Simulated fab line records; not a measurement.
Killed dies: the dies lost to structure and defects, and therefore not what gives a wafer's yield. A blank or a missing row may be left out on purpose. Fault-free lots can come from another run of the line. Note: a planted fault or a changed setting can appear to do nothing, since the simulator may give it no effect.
8D (eight disciplines) problem report, filled in by code + flow sfq_line + the parts of the form that need people (team, actions taken, sign-off) are left out

== 1. WHAT WENT WRONG ==
At SFQ_TRILAYER_JJ_CE_LITHO_PEB_117, heater_power_total_W averages 80.50 W over 4 wafers from 3 lots, while fault-free wafers read 79.15 W, standard deviation 0.068. That is +20 standard deviations from the usual mean.
The step: peb time 60 s.
First seen on wafer L955.4, day 69 14:19, on litho_track-04. The record has a number at this step for 42 wafers belonging to 15 lots. Rule for "out" (also "out of limits"): further than 4 standard deviations from the usual mean. The other wafers with a number count as sound.

== 2. WHAT THIS IS AND IS NOT ==
| question                    | is                             | is not                                                                                       |
|-----------------------------|--------------------------------|----------------------------------------------------------------------------------------------|
| which readings at this step | heater_power_total_W           | -                                                                                            |
| which lots                  | L955, L960, L961               | L943, L945, L946, L947, L948, L949, L950, L951, L962, L963, L965, L966                       |
| which wafers of those lots  | L955.4, L960.4, L961.2, L961.4 | L955.1, L960.1                                                                               |
| read on which tools         | litho_track-04                 | litho_track-01, litho_track-02                                                               |
| when                        | from day 69 14:19              | up to then (25 sound wafers); but 13 sound wafers of L960, L962, L963, L965, L966 came after |

== 3. WHAT RULES OUT EACH SUSPECT ==
Counting: a tool at a process step up to the reading stays a suspect if it ran every lot that is out. Sound lots after the first of them don't rule it out here, since some wafers of a struck lot are sound.
- litho_track-04 at SFQ_TRILAYER_JJ_CE_LITHO_PEB_117 (peb time 60 s): kept. It ran every lot that is out, first L955 (day 69 14:19); its last sound lot up to then is L945 (day 65 00:58). Out on those wafers are its own readings of heater_power_total_W.
After counting, what remains is litho_track-04 at SFQ_TRILAYER_JJ_CE_LITHO_PEB_117.

== 4. THE CAUSE (what the simulator had put in) ==
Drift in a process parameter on litho_track-04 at SFQ_TRILAYER_JJ_CE_LITHO_PEB_117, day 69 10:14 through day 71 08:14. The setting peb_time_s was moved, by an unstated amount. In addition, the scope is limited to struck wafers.
This tool alone remained once counting was done.

== 5. SEQUENCE OF EFFECTS, ordered by route ==
Each row: a reading whose mean over the struck wafers that have a number lies more than 3 standard deviations from the usual. Readings are gone through only where the record gives a usual standard deviation; hours: the median, over the lots, of the time from a lot's start at the first step in this table giving one to that lot's start at this step; sigmas: the change measured in usual standard deviations.
| hours | step                                 | reading              | usual    | on struck wafers | change | sigmas |
|-------|--------------------------------------|----------------------|----------|------------------|--------|--------|
| 0     | SFQ_TRILAYER_JJ_CE_LITHO_PEB_117     | heater_power_total_W | 79.15 W  | 80.50            | +1.35  | +20    |
| 0     | SFQ_TRILAYER_JJ_CE_METRO_MEASURE_117 | cd_nm                | 700.1 nm | 708.5            | +8.4   | +7.0   |
The process steps in it:
- SFQ_TRILAYER_JJ_CE_LITHO_PEB_117: peb time 60 s.
- SFQ_TRILAYER_JJ_CE_METRO_MEASURE_117
At these later measuring or inspecting steps, every struck wafer for which the step has a row has a number for every such reading, and none has moved that far: SFQ_M8_OVL_MEAS_948.

== 6. WHAT WOULD HAVE CAUGHT IT SOONER ==
4 hours passed between the start of the fault at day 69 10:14 and the first reading out of limits in this record, taken at day 69 14:19.
